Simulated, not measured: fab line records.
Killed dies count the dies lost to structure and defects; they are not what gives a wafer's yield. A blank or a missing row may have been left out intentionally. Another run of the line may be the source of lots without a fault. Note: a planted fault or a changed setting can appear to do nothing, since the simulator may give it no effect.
fab line records / flow gf180mcu
[record] lots = 12 wafers = 36 lastDay = 34
route steps=602 shown MVPSD@87 VT_IMPLANT@140 PSD@255 SAB@265 SALICIDE@283
lots untouched by any fault: they come from a run of this same line in which no faults occurred
startH: hours from the record's first day to the start of the lot's first wafer shown / waitH: hours from the lot's prior step to this one / " repeats the value in the row above / L1.1+2: a single row standing in for several wafers / - either no value or no given start / * or withheld: withheld / < > ~ a bound
route shown NAME@n: a module of which the file shows steps, and the number in the route of the first / usual: average and standard deviation across the fault-free wafers / same: alike in all rows / chamber/n: place in a boat / sites: each site's reading / _std_site: the values' standard deviation / _edge_site: outer sites' mean less inner sites' / radiusMm: for every site, how far away it sits from the centre of the wafer / mask NAME#n: copy n / behind: the most recent tool/chamber to have shaped the wafer / hold: what put the lot on hold/how long, in hours/how the hold closed / device: the n, p or np transistor that did not switch / end of line: the same wafers' tests at the end of the route / step lacking rows: just its recipe / killed: at the first sort, the dies lost to defects and structure; wafer yield is something else / map: per-die view of a wafer (x killed, . not killed, _ where there is no die)
set.NAME: the setting the step ran with; set.NAME@STEP: the setting that earlier step ran with / model.NAME: the simulator's own value behind a step, which no gauge read
one table for each step of the route and one row for each wafer, over a sample of lots
services: when a tool's chamber went out of use (startH, in hours from the record's first day, below 0 if earlier), for how many hours, and the reason
[[steps]]
[step GF_MVPSD_IMPLANT_09]
[recipe] species = B energyKev = 40 doseCm2 = 5e+12 tiltDeg = 0
[usual] doseIonsCm2 = 4.999e+12/5.5e+09 faradayCurrentUA = 28.2/0.57
[same] implantIonAmu = 11
lot.wafer=L365.3 tool=implanter-01 chamber=0 startH=103.05 waitH=0.1 doseIonsCm2=5.002e+12 faradayCurrentUA=28.3
lot.wafer=L365.5 tool=implanter-01 chamber=0 startH=103.05 waitH=0.1 doseIonsCm2=5.005e+12 faradayCurrentUA=29.2
lot.wafer=L365.6 tool=implanter-01 chamber=0 startH=103.05 waitH=0.1 doseIonsCm2=5.004e+12 faradayCurrentUA=28.6
lot.wafer=L366.4 tool=implanter-03 chamber=0 startH=105.85 waitH=0.1 doseIonsCm2=5.006e+12 faradayCurrentUA=28.8
lot.wafer=L366.5 tool=implanter-03 chamber=0 startH=105.85 waitH=0.1 doseIonsCm2=5.005e+12 faradayCurrentUA=27.5
lot.wafer=L366.6 tool=implanter-03 chamber=0 startH=105.85 waitH=0.1 doseIonsCm2=5.008e+12 faradayCurrentUA=28.6
lot.wafer=L367.1 tool=implanter-03 chamber=0 startH=107.05 waitH=0.1 doseIonsCm2=4.996e+12 faradayCurrentUA=28.3
lot.wafer=L367.2 tool=implanter-03 chamber=0 startH=107.05 waitH=0.1 doseIonsCm2=4.993e+12 faradayCurrentUA=27.9
lot.wafer=L367.4 tool=implanter-03 chamber=0 startH=107.05 waitH=0.1 doseIonsCm2=5.006e+12 faradayCurrentUA=28.9
lot.wafer=L371.1 tool=implanter-03 chamber=0 startH=136.08 waitH=0.1 doseIonsCm2=5.005e+12 faradayCurrentUA=28.2
lot.wafer=L371.4 tool=implanter-03 chamber=0 startH=136.08 waitH=0.1 doseIonsCm2=4.999e+12 faradayCurrentUA=27.8
lot.wafer=L371.5 tool=implanter-03 chamber=0 startH=136.08 waitH=0.1 doseIonsCm2=5.001e+12 faradayCurrentUA=28.7
lot.wafer=L373.2 tool=implanter-04 chamber=0 startH=153.27 waitH=0.1 doseIonsCm2=4.992e+12 faradayCurrentUA=27.4
lot.wafer=L373.5 tool=implanter-04 chamber=0 startH=153.27 waitH=0.1 doseIonsCm2=4.999e+12 faradayCurrentUA=27.5
lot.wafer=L373.6 tool=implanter-04 chamber=0 startH=153.27 waitH=0.1 doseIonsCm2=4.993e+12 faradayCurrentUA=27.6
lot.wafer=L374.1 tool=implanter-03 chamber=0 startH=156.15 waitH=0.1 doseIonsCm2=7.406e+12 faradayCurrentUA=42.2
lot.wafer=L374.2 tool=implanter-03 chamber=0 startH=156.15 waitH=0.1 doseIonsCm2=7.417e+12 faradayCurrentUA=43.0
lot.wafer=L374.3 tool=implanter-03 chamber=0 startH=156.15 waitH=0.1 doseIonsCm2=7.409e+12 faradayCurrentUA=41.5
lot.wafer=L376.1 tool=implanter-03 chamber=0 startH=167.44 waitH=0.1 doseIonsCm2=7.409e+12 faradayCurrentUA=41.9
lot.wafer=L376.2 tool=implanter-03 chamber=0 startH=167.44 waitH=0.1 doseIonsCm2=7.418e+12 faradayCurrentUA=42.9
lot.wafer=L376.5 tool=implanter-03 chamber=0 startH=167.44 waitH=0.1 doseIonsCm2=7.419e+12 faradayCurrentUA=41.4
lot.wafer=L380.1 tool=implanter-04 chamber=0 startH=187.20 waitH=0.1 doseIonsCm2=5.003e+12 faradayCurrentUA=28.5
lot.wafer=L380.5 tool=implanter-04 chamber=0 startH=187.20 waitH=0.1 doseIonsCm2=5.002e+12 faradayCurrentUA=28.0
lot.wafer=L380.6 tool=implanter-04 chamber=0 startH=187.20 waitH=0.1 doseIonsCm2=5.003e+12 faradayCurrentUA=28.2
lot.wafer=L381.1 tool=implanter-04 chamber=0 startH=194.09 waitH=0.1 doseIonsCm2=4.997e+12 faradayCurrentUA=27.9
lot.wafer=L381.3 tool=implanter-04 chamber=0 startH=194.09 waitH=0.1 doseIonsCm2=4.998e+12 faradayCurrentUA=27.4
lot.wafer=L381.5 tool=implanter-04 chamber=0 startH=194.09 waitH=0.1 doseIonsCm2=4.993e+12 faradayCurrentUA=28.3
lot.wafer=L383.2 tool=implanter-01 chamber=0 startH=206.06 waitH=0.1 doseIonsCm2=5.002e+12 faradayCurrentUA=26.7
lot.wafer=L383.4 tool=implanter-01 chamber=0 startH=206.06 waitH=0.1 doseIonsCm2=4.996e+12 faradayCurrentUA=28.9
lot.wafer=L383.6 tool=implanter-01 chamber=0 startH=206.06 waitH=0.1 doseIonsCm2=4.999e+12 faradayCurrentUA=28.4
lot.wafer=L385.4 tool=implanter-04 chamber=0 startH=215.72 waitH=0.1 doseIonsCm2=5e+12 faradayCurrentUA=28.2
lot.wafer=L385.5 tool=implanter-04 chamber=0 startH=215.72 waitH=0.1 doseIonsCm2=4.997e+12 faradayCurrentUA=29.0
lot.wafer=L385.6 tool=implanter-04 chamber=0 startH=215.72 waitH=0.1 doseIonsCm2=5.005e+12 faradayCurrentUA=28.0
lot.wafer=L388.2 tool=implanter-04 chamber=0 startH=231.87 waitH=0.1 doseIonsCm2=4.99e+12 faradayCurrentUA=27.4
lot.wafer=L388.4 tool=implanter-04 chamber=0 startH=231.87 waitH=0.1 doseIonsCm2=4.99e+12 faradayCurrentUA=27.3
lot.wafer=L388.5 tool=implanter-04 chamber=0 startH=231.87 waitH=0.1 doseIonsCm2=4.995e+12 faradayCurrentUA=28.2
[step GF_VT_IMPLANT_RS_MEAS_49]
[recipe] thkMeasGauge = four-point-probe
[usual] MVPSD_RS = 1168.8/2.8
lot.wafer=L365.3 tool=filmMetro-03 chamber=- startH=166.55 waitH=0.1 hold=- MVPSD_RS[ohm/sq]=1170.9
lot.wafer=L365.5 tool=filmMetro-03 chamber=- startH=166.55 waitH=0.1 hold=- MVPSD_RS[ohm/sq]=1173.8
lot.wafer=L365.6 tool=filmMetro-03 chamber=- startH=166.55 waitH=0.1 hold=- MVPSD_RS[ohm/sq]=1174.9
lot.wafer=L366.4 tool=filmMetro-04 chamber=- startH=169.43 waitH=0.1 hold=- MVPSD_RS[ohm/sq]=1164.5
lot.wafer=L366.5 tool=filmMetro-04 chamber=- startH=169.43 waitH=0.1 hold=- MVPSD_RS[ohm/sq]=1162.8
lot.wafer=L366.6 tool=filmMetro-04 chamber=- startH=169.43 waitH=0.1 hold=- MVPSD_RS[ohm/sq]=1166.5
lot.wafer=L367.1 tool=filmMetro-03 chamber=- startH=170.62 waitH=0.1 hold=- MVPSD_RS[ohm/sq]=1167.5
lot.wafer=L367.2 tool=filmMetro-03 chamber=- startH=170.62 waitH=0.1 hold=- MVPSD_RS[ohm/sq]=1170.6
lot.wafer=L367.4 tool=filmMetro-03 chamber=- startH=170.62 waitH=0.1 hold=- MVPSD_RS[ohm/sq]=1172.2
lot.wafer=L371.1 tool=filmMetro-02 chamber=- startH=201.61 waitH=0.1 hold=- MVPSD_RS[ohm/sq]=1168.7
lot.wafer=L371.4 tool=filmMetro-02 chamber=- startH=201.61 waitH=0.1 hold=- MVPSD_RS[ohm/sq]=1168.8
lot.wafer=L371.5 tool=filmMetro-02 chamber=- startH=201.61 waitH=0.1 hold=- MVPSD_RS[ohm/sq]=1168.8
lot.wafer=L373.2 tool=filmMetro-02 chamber=- startH=220.90 waitH=0.1 hold=- MVPSD_RS[ohm/sq]=1170.2
lot.wafer=L373.5 tool=filmMetro-02 chamber=- startH=220.90 waitH=0.1 hold=- MVPSD_RS[ohm/sq]=1171.9
lot.wafer=L373.6 tool=filmMetro-02 chamber=- startH=220.90 waitH=0.1 hold=- MVPSD_RS[ohm/sq]=1169.0
lot.wafer=L374.1 tool=filmMetro-02 chamber=- startH=224.88 waitH=0.1 hold=awaitDispo/0.2h/release MVPSD_RS[ohm/sq]=1077.4
lot.wafer=L374.2 tool=filmMetro-02 chamber=- startH=224.88 waitH=0.1 hold=awaitDispo/0.2h/release MVPSD_RS[ohm/sq]=1077.3
lot.wafer=L374.3 tool=filmMetro-02 chamber=- startH=224.88 waitH=0.1 hold=awaitDispo/0.2h/release MVPSD_RS[ohm/sq]=1079.8
lot.wafer=L374.1 tool=filmMetro-02 chamber=- startH=225.16 waitH=0.3 hold=- MVPSD_RS[ohm/sq]=1075.4
lot.wafer=L374.2 tool=filmMetro-02 chamber=- startH=225.16 waitH=0.3 hold=- MVPSD_RS[ohm/sq]=1075.4
lot.wafer=L374.3 tool=filmMetro-02 chamber=- startH=225.16 waitH=0.3 hold=- MVPSD_RS[ohm/sq]=1078.0
lot.wafer=L376.1 tool=filmMetro-02 chamber=- startH=234.82 waitH=0.1 hold=awaitDispo/0.2h/release MVPSD_RS[ohm/sq]=1078.1
lot.wafer=L376.2 tool=filmMetro-02 chamber=- startH=234.82 waitH=0.1 hold=awaitDispo/0.2h/release MVPSD_RS[ohm/sq]=1076.1
lot.wafer=L376.5 tool=filmMetro-02 chamber=- startH=234.82 waitH=0.1 hold=awaitDispo/0.2h/release MVPSD_RS[ohm/sq]=1076.9
lot.wafer=L376.1 tool=filmMetro-02 chamber=- startH=235.10 waitH=0.3 hold=- MVPSD_RS[ohm/sq]=1078.6
lot.wafer=L376.2 tool=filmMetro-02 chamber=- startH=235.10 waitH=0.3 hold=- MVPSD_RS[ohm/sq]=1078.3
lot.wafer=L376.5 tool=filmMetro-02 chamber=- startH=235.10 waitH=0.3 hold=- MVPSD_RS[ohm/sq]=1076.4
lot.wafer=L380.1 tool=filmMetro-04 chamber=- startH=258.66 waitH=0.1 hold=- MVPSD_RS[ohm/sq]=1171.6
lot.wafer=L380.5 tool=filmMetro-04 chamber=- startH=258.66 waitH=0.1 hold=- MVPSD_RS[ohm/sq]=1172.1
lot.wafer=L380.6 tool=filmMetro-04 chamber=- startH=258.66 waitH=0.1 hold=- MVPSD_RS[ohm/sq]=1174.6
lot.wafer=L381.1 tool=filmMetro-03 chamber=- startH=266.17 waitH=0.1 hold=- MVPSD_RS[ohm/sq]=1168.3
lot.wafer=L381.3 tool=filmMetro-03 chamber=- startH=266.17 waitH=0.1 hold=- MVPSD_RS[ohm/sq]=1164.6
lot.wafer=L381.5 tool=filmMetro-03 chamber=- startH=266.17 waitH=0.1 hold=- MVPSD_RS[ohm/sq]=1167.0
lot.wafer=L383.2 tool=filmMetro-02 chamber=- startH=279.03 waitH=0.1 hold=- MVPSD_RS[ohm/sq]=1171.3
lot.wafer=L383.4 tool=filmMetro-02 chamber=- startH=279.03 waitH=0.1 hold=- MVPSD_RS[ohm/sq]=1170.6
lot.wafer=L383.6 tool=filmMetro-02 chamber=- startH=279.03 waitH=0.1 hold=- MVPSD_RS[ohm/sq]=1169.6
lot.wafer=L385.4 tool=filmMetro-04 chamber=- startH=290.24 waitH=0.1 hold=- MVPSD_RS[ohm/sq]=1161.9
lot.wafer=L385.5 tool=filmMetro-04 chamber=- startH=290.24 waitH=0.1 hold=- MVPSD_RS[ohm/sq]=1162.6
lot.wafer=L385.6 tool=filmMetro-04 chamber=- startH=290.24 waitH=0.1 hold=- MVPSD_RS[ohm/sq]=1166.7
lot.wafer=L388.2 tool=filmMetro-02 chamber=- startH=309.25 waitH=0.1 hold=- MVPSD_RS[ohm/sq]=1171.3
lot.wafer=L388.4 tool=filmMetro-02 chamber=- startH=309.25 waitH=0.1 hold=- MVPSD_RS[ohm/sq]=1174.1
lot.wafer=L388.5 tool=filmMetro-02 chamber=- startH=309.25 waitH=0.1 hold=- MVPSD_RS[ohm/sq]=1171.2
[step GF_VT_IMPLANT_WET_ETCH_50]
[recipe] chemistry = dHF targetDepthNm = 20 target = SiO2 tempC = 25 dilution = 100:1 timeS = 400
lot.wafer=L365.3+5+6 tool=wetBench-01 chamber=0 startH=166.63 waitH=0.1 hold=-
lot.wafer=L366.4+5+6 tool=wetBench-04 chamber=1 startH=169.49 waitH=0.0 hold=-
lot.wafer=L367.1+2+4 tool=wetBench-03 chamber=3 startH=170.74 waitH=0.1 hold=-
lot.wafer=L371.1+4+5 tool=wetBench-01 chamber=1 startH=201.73 waitH=0.1 hold=-
lot.wafer=L373.2+5+6 tool=wetBench-03 chamber=1 startH=221.00 waitH=0.1 hold=-
lot.wafer=L374.1+2+3 tool=wetBench-01 chamber=0 startH=228.70 waitH=3.5 hold=awaitDispo/2.9h/release
lot.wafer=L376.1+2+5 tool=wetBench-01 chamber=3 startH=238.11 waitH=3.0 hold=awaitDispo/2.7h/release
lot.wafer=L380.1+5+6 tool=wetBench-01 chamber=3 startH=258.78 waitH=0.1 hold=-
lot.wafer=L381.1+3+5 tool=wetBench-01 chamber=3 startH=266.29 waitH=0.1 hold=-
lot.wafer=L383.2+4+6 tool=wetBench-04 chamber=0 startH=279.13 waitH=0.1 hold=-
lot.wafer=L385.4+5+6 tool=wetBench-04 chamber=2 startH=290.30 waitH=0.0 hold=-
lot.wafer=L388.2+4+5 tool=wetBench-04 chamber=1 startH=309.35 waitH=0.1 hold=-
[step GF_PSD_CD_MEAS_07]
[recipe] targetCdNm = 400
[usual] cdNm = 400/3.1
lot.wafer=L365.3 tool=cdSem-02 chamber=- startH=325.68 waitH=0.1 cdNm=398
lot.wafer=L365.5 tool=cdSem-02 chamber=- startH=325.68 waitH=0.1 cdNm=397
lot.wafer=L365.6 tool=cdSem-02 chamber=- startH=325.68 waitH=0.1 cdNm=396
lot.wafer=L366.4 tool=cdSem-02 chamber=- startH=327.76 waitH=0.1 cdNm=403
lot.wafer=L366.5 tool=cdSem-02 chamber=- startH=327.76 waitH=0.1 cdNm=403
lot.wafer=L366.6 tool=cdSem-02 chamber=- startH=327.76 waitH=0.1 cdNm=402
lot.wafer=L367.1 tool=cdSem-01 chamber=- startH=336.84 waitH=0.1 cdNm=401
lot.wafer=L367.2 tool=cdSem-01 chamber=- startH=336.84 waitH=0.1 cdNm=399
lot.wafer=L367.4 tool=cdSem-01 chamber=- startH=336.84 waitH=0.1 cdNm=399
lot.wafer=L371.1 tool=cdSem-02 chamber=- startH=375.97 waitH=0.1 cdNm=401
lot.wafer=L371.4 tool=cdSem-02 chamber=- startH=375.97 waitH=0.1 cdNm=400
lot.wafer=L371.5 tool=cdSem-02 chamber=- startH=375.97 waitH=0.1 cdNm=398
lot.wafer=L373.2 tool=cdSem-01 chamber=- startH=398.06 waitH=0.1 cdNm=397
lot.wafer=L373.5 tool=cdSem-01 chamber=- startH=398.06 waitH=0.1 cdNm=396
lot.wafer=L373.6 tool=cdSem-01 chamber=- startH=398.06 waitH=0.1 cdNm=395
lot.wafer=L374.1 tool=cdSem-02 chamber=- startH=402.89 waitH=0.1 cdNm=402
lot.wafer=L374.2 tool=cdSem-02 chamber=- startH=402.89 waitH=0.1 cdNm=404
lot.wafer=L374.3 tool=cdSem-02 chamber=- startH=402.89 waitH=0.1 cdNm=403
lot.wafer=L376.1 tool=cdSem-02 chamber=- startH=421.82 waitH=0.1 cdNm=397
lot.wafer=L376.2 tool=cdSem-02 chamber=- startH=421.82 waitH=0.1 cdNm=396
lot.wafer=L376.5 tool=cdSem-02 chamber=- startH=421.82 waitH=0.1 cdNm=398
lot.wafer=L380.1 tool=cdSem-01 chamber=- startH=444.54 waitH=0.1 cdNm=402
lot.wafer=L380.5 tool=cdSem-01 chamber=- startH=444.54 waitH=0.1 cdNm=400
lot.wafer=L380.6 tool=cdSem-01 chamber=- startH=444.54 waitH=0.1 cdNm=400
lot.wafer=L381.1 tool=cdSem-02 chamber=- startH=453.57 waitH=0.1 cdNm=396
lot.wafer=L381.3 tool=cdSem-02 chamber=- startH=453.57 waitH=0.1 cdNm=395
lot.wafer=L381.5 tool=cdSem-02 chamber=- startH=453.57 waitH=0.1 cdNm=396
lot.wafer=L383.2 tool=cdSem-01 chamber=- startH=465.44 waitH=0.1 cdNm=396
lot.wafer=L383.4 tool=cdSem-01 chamber=- startH=465.44 waitH=0.1 cdNm=396
lot.wafer=L383.6 tool=cdSem-01 chamber=- startH=465.44 waitH=0.1 cdNm=398
lot.wafer=L385.4 tool=cdSem-02 chamber=- startH=481.18 waitH=0.1 cdNm=399
lot.wafer=L385.5 tool=cdSem-02 chamber=- startH=481.18 waitH=0.1 cdNm=400
lot.wafer=L385.6 tool=cdSem-02 chamber=- startH=481.18 waitH=0.1 cdNm=399
lot.wafer=L388.2 tool=cdSem-02 chamber=- startH=505.92 waitH=0.1 cdNm=403
lot.wafer=L388.4 tool=cdSem-02 chamber=- startH=505.92 waitH=0.1 cdNm=404
lot.wafer=L388.5 tool=cdSem-02 chamber=- startH=505.92 waitH=0.1 cdNm=403
[step GF_SAB_THK_MEAS_01]
[recipe] reads = SiO2_of_SAB_CVD_00
[usual] SAB_CVD_00_THK = 50.3/0.69
lot.wafer=L365.3 tool=filmMetro-01 chamber=- startH=326.58 waitH=0.1 SAB_CVD_00_THK[nm]=49.9
lot.wafer=L365.5 tool=filmMetro-01 chamber=- startH=326.58 waitH=0.1 SAB_CVD_00_THK[nm]=50.8
lot.wafer=L365.6 tool=filmMetro-01 chamber=- startH=326.58 waitH=0.1 SAB_CVD_00_THK[nm]=51.2
lot.wafer=L366.4 tool=filmMetro-02 chamber=- startH=328.64 waitH=0.0 SAB_CVD_00_THK[nm]=50.7
lot.wafer=L366.5 tool=filmMetro-02 chamber=- startH=328.64 waitH=0.0 SAB_CVD_00_THK[nm]=51.0
lot.wafer=L366.6 tool=filmMetro-02 chamber=- startH=328.64 waitH=0.0 SAB_CVD_00_THK[nm]=50.7
lot.wafer=L367.1 tool=filmMetro-03 chamber=- startH=337.75 waitH=0.0 SAB_CVD_00_THK[nm]=50.0
lot.wafer=L367.2 tool=filmMetro-03 chamber=- startH=337.75 waitH=0.0 SAB_CVD_00_THK[nm]=50.4
lot.wafer=L367.4 tool=filmMetro-03 chamber=- startH=337.75 waitH=0.0 SAB_CVD_00_THK[nm]=51.4
lot.wafer=L371.1 tool=filmMetro-03 chamber=- startH=376.85 waitH=0.0 SAB_CVD_00_THK[nm]=50.4
lot.wafer=L371.4 tool=filmMetro-03 chamber=- startH=376.85 waitH=0.0 SAB_CVD_00_THK[nm]=50.8
lot.wafer=L371.5 tool=filmMetro-03 chamber=- startH=376.85 waitH=0.0 SAB_CVD_00_THK[nm]=51.1
lot.wafer=L373.2 tool=filmMetro-03 chamber=- startH=398.91 waitH=0.0 SAB_CVD_00_THK[nm]=49.8
lot.wafer=L373.5 tool=filmMetro-03 chamber=- startH=398.91 waitH=0.0 SAB_CVD_00_THK[nm]=49.8
lot.wafer=L373.6 tool=filmMetro-03 chamber=- startH=398.91 waitH=0.0 SAB_CVD_00_THK[nm]=49.5
lot.wafer=L374.1 tool=filmMetro-01 chamber=- startH=403.75 waitH=0.0 SAB_CVD_00_THK[nm]=49.0
lot.wafer=L374.2 tool=filmMetro-01 chamber=- startH=403.75 waitH=0.0 SAB_CVD_00_THK[nm]=49.6
lot.wafer=L374.3 tool=filmMetro-01 chamber=- startH=403.75 waitH=0.0 SAB_CVD_00_THK[nm]=49.7
lot.wafer=L376.1 tool=filmMetro-02 chamber=- startH=422.78 waitH=0.0 SAB_CVD_00_THK[nm]=49.3
lot.wafer=L376.2 tool=filmMetro-02 chamber=- startH=422.78 waitH=0.0 SAB_CVD_00_THK[nm]=48.5
lot.wafer=L376.5 tool=filmMetro-02 chamber=- startH=422.78 waitH=0.0 SAB_CVD_00_THK[nm]=49.9
lot.wafer=L380.1 tool=filmMetro-03 chamber=- startH=445.39 waitH=0.0 SAB_CVD_00_THK[nm]=50.1
lot.wafer=L380.5 tool=filmMetro-03 chamber=- startH=445.39 waitH=0.0 SAB_CVD_00_THK[nm]=51.1
lot.wafer=L380.6 tool=filmMetro-03 chamber=- startH=445.39 waitH=0.0 SAB_CVD_00_THK[nm]=51.0
lot.wafer=L381.1 tool=filmMetro-01 chamber=- startH=454.43 waitH=0.0 SAB_CVD_00_THK[nm]=49.6
lot.wafer=L381.3 tool=filmMetro-01 chamber=- startH=454.43 waitH=0.0 SAB_CVD_00_THK[nm]=50.9
lot.wafer=L381.5 tool=filmMetro-01 chamber=- startH=454.43 waitH=0.0 SAB_CVD_00_THK[nm]=51.7
lot.wafer=L383.2 tool=filmMetro-01 chamber=- startH=466.44 waitH=0.0 SAB_CVD_00_THK[nm]=50.4
lot.wafer=L383.4 tool=filmMetro-01 chamber=- startH=466.44 waitH=0.0 SAB_CVD_00_THK[nm]=50.6
lot.wafer=L383.6 tool=filmMetro-01 chamber=- startH=466.44 waitH=0.0 SAB_CVD_00_THK[nm]=51.1
lot.wafer=L385.4 tool=filmMetro-03 chamber=- startH=482.09 waitH=0.0 SAB_CVD_00_THK[nm]=50.1
lot.wafer=L385.5 tool=filmMetro-03 chamber=- startH=482.09 waitH=0.0 SAB_CVD_00_THK[nm]=50.4
lot.wafer=L385.6 tool=filmMetro-03 chamber=- startH=482.09 waitH=0.0 SAB_CVD_00_THK[nm]=51.0
lot.wafer=L388.2 tool=filmMetro-03 chamber=- startH=506.77 waitH=0.0 SAB_CVD_00_THK[nm]=49.6
lot.wafer=L388.4 tool=filmMetro-03 chamber=- startH=506.77 waitH=0.0 SAB_CVD_00_THK[nm]=51.3
lot.wafer=L388.5 tool=filmMetro-03 chamber=- startH=506.77 waitH=0.0 SAB_CVD_00_THK[nm]=50.3
[step GF_SALICIDE_THK_MEAS_05]
[recipe] thkMeasGauge = xrf reads = TiN_of_SALICIDE_SPUTTER_03
[usual] SALICIDE_TIN_THK = 20.10/0.29
lot.wafer=L365.3 tool=filmMetro-01 chamber=- startH=348.21 waitH=0.1 SALICIDE_TIN_THK[nm]=20.01
lot.wafer=L365.5 tool=filmMetro-01 chamber=- startH=348.21 waitH=0.1 SALICIDE_TIN_THK[nm]=19.95
lot.wafer=L365.6 tool=filmMetro-01 chamber=- startH=348.21 waitH=0.1 SALICIDE_TIN_THK[nm]=19.73
lot.wafer=L366.4 tool=filmMetro-03 chamber=- startH=350.13 waitH=0.1 SALICIDE_TIN_THK[nm]=20.42
lot.wafer=L366.5 tool=filmMetro-03 chamber=- startH=350.13 waitH=0.1 SALICIDE_TIN_THK[nm]=20.35
lot.wafer=L366.6 tool=filmMetro-03 chamber=- startH=350.13 waitH=0.1 SALICIDE_TIN_THK[nm]=20.19
lot.wafer=L367.1 tool=filmMetro-04 chamber=- startH=359.40 waitH=0.1 SALICIDE_TIN_THK[nm]=20.46
lot.wafer=L367.2 tool=filmMetro-04 chamber=- startH=359.40 waitH=0.1 SALICIDE_TIN_THK[nm]=20.29
lot.wafer=L367.4 tool=filmMetro-04 chamber=- startH=359.40 waitH=0.1 SALICIDE_TIN_THK[nm]=20.40
lot.wafer=L371.1 tool=filmMetro-04 chamber=- startH=399.55 waitH=0.1 SALICIDE_TIN_THK[nm]=20.06
lot.wafer=L371.4 tool=filmMetro-04 chamber=- startH=399.55 waitH=0.1 SALICIDE_TIN_THK[nm]=19.81
lot.wafer=L371.5 tool=filmMetro-04 chamber=- startH=399.55 waitH=0.1 SALICIDE_TIN_THK[nm]=19.90
lot.wafer=L373.2 tool=filmMetro-01 chamber=- startH=422.91 waitH=0.1 SALICIDE_TIN_THK[nm]=19.93
lot.wafer=L373.5 tool=filmMetro-01 chamber=- startH=422.91 waitH=0.1 SALICIDE_TIN_THK[nm]=19.89
lot.wafer=L373.6 tool=filmMetro-01 chamber=- startH=422.91 waitH=0.1 SALICIDE_TIN_THK[nm]=20.44
lot.wafer=L374.1 tool=filmMetro-01 chamber=- startH=427.36 waitH=0.1 SALICIDE_TIN_THK[nm]=19.84
lot.wafer=L374.2 tool=filmMetro-01 chamber=- startH=427.36 waitH=0.1 SALICIDE_TIN_THK[nm]=20.01
lot.wafer=L374.3 tool=filmMetro-01 chamber=- startH=427.36 waitH=0.1 SALICIDE_TIN_THK[nm]=19.90
lot.wafer=L376.1 tool=filmMetro-04 chamber=- startH=445.51 waitH=0.1 SALICIDE_TIN_THK[nm]=20.35
lot.wafer=L376.2 tool=filmMetro-04 chamber=- startH=445.51 waitH=0.1 SALICIDE_TIN_THK[nm]=20.11
lot.wafer=L376.5 tool=filmMetro-04 chamber=- startH=445.51 waitH=0.1 SALICIDE_TIN_THK[nm]=20.25
lot.wafer=L380.1 tool=filmMetro-01 chamber=- startH=469.86 waitH=0.1 SALICIDE_TIN_THK[nm]=20.13
lot.wafer=L380.5 tool=filmMetro-01 chamber=- startH=469.86 waitH=0.1 SALICIDE_TIN_THK[nm]=20.13
lot.wafer=L380.6 tool=filmMetro-01 chamber=- startH=469.86 waitH=0.1 SALICIDE_TIN_THK[nm]=20.07
lot.wafer=L381.1 tool=filmMetro-01 chamber=- startH=478.59 waitH=0.1 SALICIDE_TIN_THK[nm]=20.23
lot.wafer=L381.3 tool=filmMetro-01 chamber=- startH=478.59 waitH=0.1 SALICIDE_TIN_THK[nm]=20.56
lot.wafer=L381.5 tool=filmMetro-01 chamber=- startH=478.59 waitH=0.1 SALICIDE_TIN_THK[nm]=20.44
lot.wafer=L383.2 tool=filmMetro-03 chamber=- startH=490.26 waitH=0.1 SALICIDE_TIN_THK[nm]=19.66
lot.wafer=L383.4 tool=filmMetro-03 chamber=- startH=490.26 waitH=0.1 SALICIDE_TIN_THK[nm]=19.59
lot.wafer=L383.6 tool=filmMetro-03 chamber=- startH=490.26 waitH=0.1 SALICIDE_TIN_THK[nm]=19.60
lot.wafer=L385.4 tool=filmMetro-04 chamber=- startH=506.91 waitH=0.1 SALICIDE_TIN_THK[nm]=19.72
lot.wafer=L385.5 tool=filmMetro-04 chamber=- startH=506.91 waitH=0.1 SALICIDE_TIN_THK[nm]=19.61
lot.wafer=L385.6 tool=filmMetro-04 chamber=- startH=506.91 waitH=0.1 SALICIDE_TIN_THK[nm]=19.82
lot.wafer=L388.2 tool=filmMetro-04 chamber=- startH=530.71 waitH=0.1 SALICIDE_TIN_THK[nm]=20.30
lot.wafer=L388.4 tool=filmMetro-04 chamber=- startH=530.71 waitH=0.1 SALICIDE_TIN_THK[nm]=20.13
lot.wafer=L388.5 tool=filmMetro-04 chamber=- startH=530.71 waitH=0.1 SALICIDE_TIN_THK[nm]=20.09
[[services]]
tool=implanter-01 chamber=- startH=97.69 hours=2.0 kind=repair
tool=implanter-01 chamber=- startH=110.69 hours=2.0 kind=repair
tool=implanter-04 chamber=- startH=162.23 hours=9.0 kind=repair
tool=implanter-01 chamber=- startH=183.97 hours=4.2 kind=pm
tool=implanter-03 chamber=- startH=238.20 hours=3.4 kind=pm
[[key]]
[firstSign] step = GF_MVPSD_IMPLANT_09 reading = doseIonsCm2 direction = up sigmas = 99+ usual = 4.999e+12 struck = 7.413e+12
[effect] step = GF_MVPSD_IMPLANT_09 reading = faradayCurrentUA direction = up sigmas = 25 usual = 28.2 struck = 42.1
[effect] step = GF_VT_IMPLANT_RS_MEAS_49 reading = MVPSD_RS direction = down sigmas = 33 usual = 1168.8 struck = 1077.6
metAt GF_MVPSD_IMPLANT_09
struckLots L374,L376
testerLeftOut L374,L376
notActingAt GF_PSD_CD_MEAS_07,GF_SAB_THK_MEAS_01,GF_SALICIDE_THK_MEAS_05
onsetBetween 136.08 156.15
[fault] kind = processParameterDrift tool = implanter-03 chamber = - onsetH = 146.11 steps = GF_MVPSD_IMPLANT_09 channel = doseCm2 offset = 2.4165e+12 shape = step endH = 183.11 actsIn = theseRecipesOnly stated = 5e+12
// testerLeftOut: of these lots the tester's yield and bins aren't shown, on N5 and GAA mostly nor the transistor test; their killed dies are dies lost to structure and defects alone, not to doping, threshold or leakage, so they don't give the yield
